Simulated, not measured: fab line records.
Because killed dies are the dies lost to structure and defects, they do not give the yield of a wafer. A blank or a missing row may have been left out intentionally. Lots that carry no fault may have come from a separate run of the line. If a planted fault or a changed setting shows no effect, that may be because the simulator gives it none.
Which tool was responsible? -- flow gf180mcu -- Sampling: 11 lots, 33 wafers, 4 of 602 route steps

== WHAT THE GAUGES SHOWED, per wafer ==
GF_PASSIVATION_THK_MEAS_01.
lot,measured,on,PASSIVATION_CVD_00_THK (nm)
L521,day 28 00:35,film metro-04,998 996 1013
L522,day 28 11:37,film metro-01,1001 1004 1005
L524,day 29 03:34,film metro-04,1010 1006 1006
L525,day 29 09:32,film metro-01,999 997 1012
L526,day 29 15:32,film metro-04,1014 998 1022
L527,day 29 20:47,film metro-04,999 1014 1029
L528,day 30 06:04,film metro-01,987 1010 1008
L534,day 32 05:10,film metro-01,1450 991 1012 1450 991 1012
L540,day 33 12:29,film metro-04,1013 1041 1021
L542,day 33 21:35,film metro-04,992 990 998
L543,day 34 01:17,film metro-04,987 1030 1004

== EACH LOT AND THE TOOL THAT RAN IT (in order: tool; ch and the chambers of the sampled wafers; start) ==
lot,GF_MIM_METAL_ETCH_19,GF_TOP_METAL_STRIP_17,GF_PASSIVATION_CVD_00
L521,"rie metal-03 ch 0,1, day 25 06:35","plasma asher-02 ch 1, day 27 23:55","pecvd-04 ch 0,1, day 28 00:29"
L522,"rie metal-02 ch 0,1, day 25 17:15","plasma asher-02 ch 0,1, day 28 10:35","pecvd-03 ch 1,2, day 28 11:31"
L524,"rie metal-03 ch 0,1, day 26 09:56","plasma asher-03 ch 0,1, day 29 02:41","pecvd-04 ch 0,1,2, day 29 03:30"
L525,"rie metal-02 ch 1, day 26 17:27","plasma asher-03 ch 0,1, day 29 08:55","pecvd-03 ch 1,2, day 29 09:27"
L526,"rie metal-03 ch 0,1, day 27 00:56","plasma asher-02 ch 0, day 29 14:52","pecvd-03 ch 0,2, day 29 15:24"
L527,"rie metal-02 ch 0,1, day 27 06:39","plasma asher-03 ch 0,1, day 29 19:47","pecvd-04 ch 0,1, day 29 20:41"
L528,"rie metal-04 ch 0,1, day 27 14:29","plasma asher-02 ch 0,1, day 30 05:27","pecvd-01 ch 0,1,2, day 30 05:59"
L534,"rie metal-02 ch 0,1, day 29 19:29","plasma asher-01 ch 0,1, day 32 04:31","pecvd-04 ch 0,1,2, day 32 05:05"
L540,"rie metal-04 ch 0,1, day 31 05:01","plasma asher-02 ch 0,1, day 33 11:53","pecvd-03 ch 1,2, day 33 12:23"
L542,"rie metal-04 ch 0,1, day 31 16:20","plasma asher-01 ch 0, day 33 20:52","pecvd-03 ch 0,2, day 33 21:29"
L543,"rie metal-02 ch 0,1, day 31 20:14","plasma asher-02 ch 0,1, day 34 00:13","pecvd-01 ch 1,2, day 34 01:11"
- GF_MIM_METAL_ETCH_19: etches the open film in Cl2/BCl3, stops on Si3N4, target depth 324.5 nm, time 54.1 s.
- GF_TOP_METAL_STRIP_17: strips in O2/N2.
- GF_PASSIVATION_CVD_00: deposits SiO2 from TEOS, target thk 1000 nm, time 111.95 s.

== THE ANSWER, worked out from the rows above alone ==
Rule: what is usual is taken from the lots themselves. Put in order of their means at a reading, lots are off if they are a third of the lots or fewer, leave a main group of 4 or more, and stand apart from it by a gap of 3 or more times the standard deviation of the main group's means; of several such gaps the widest counts. A main group whose means are all the same, to the digits that the tables above print for the reading, isn't used. Also off: a lot with no number at a reading for which 4 or more lots have one. Any other lot the step has rows for is counted as sound.
Off: L534, at GF_PASSIVATION_THK_MEAS_01 (PASSIVATION_CVD_00_THK). The main group: mean 1007 nm, standard deviation 8.1.
A tool fits if, at a process step before that reading, it ran every lot that is off, and no sound lot after the first of them. The gauges at GF_PASSIVATION_THK_MEAS_01 are tried like those tools. Undecided on this evidence; 2 tools fit (pecvd-04 at GF_PASSIVATION_CVD_00, film metro-01 at GF_PASSIVATION_THK_MEAS_01).

== WHAT WAS PUT IN BY THE SIMULATOR ==
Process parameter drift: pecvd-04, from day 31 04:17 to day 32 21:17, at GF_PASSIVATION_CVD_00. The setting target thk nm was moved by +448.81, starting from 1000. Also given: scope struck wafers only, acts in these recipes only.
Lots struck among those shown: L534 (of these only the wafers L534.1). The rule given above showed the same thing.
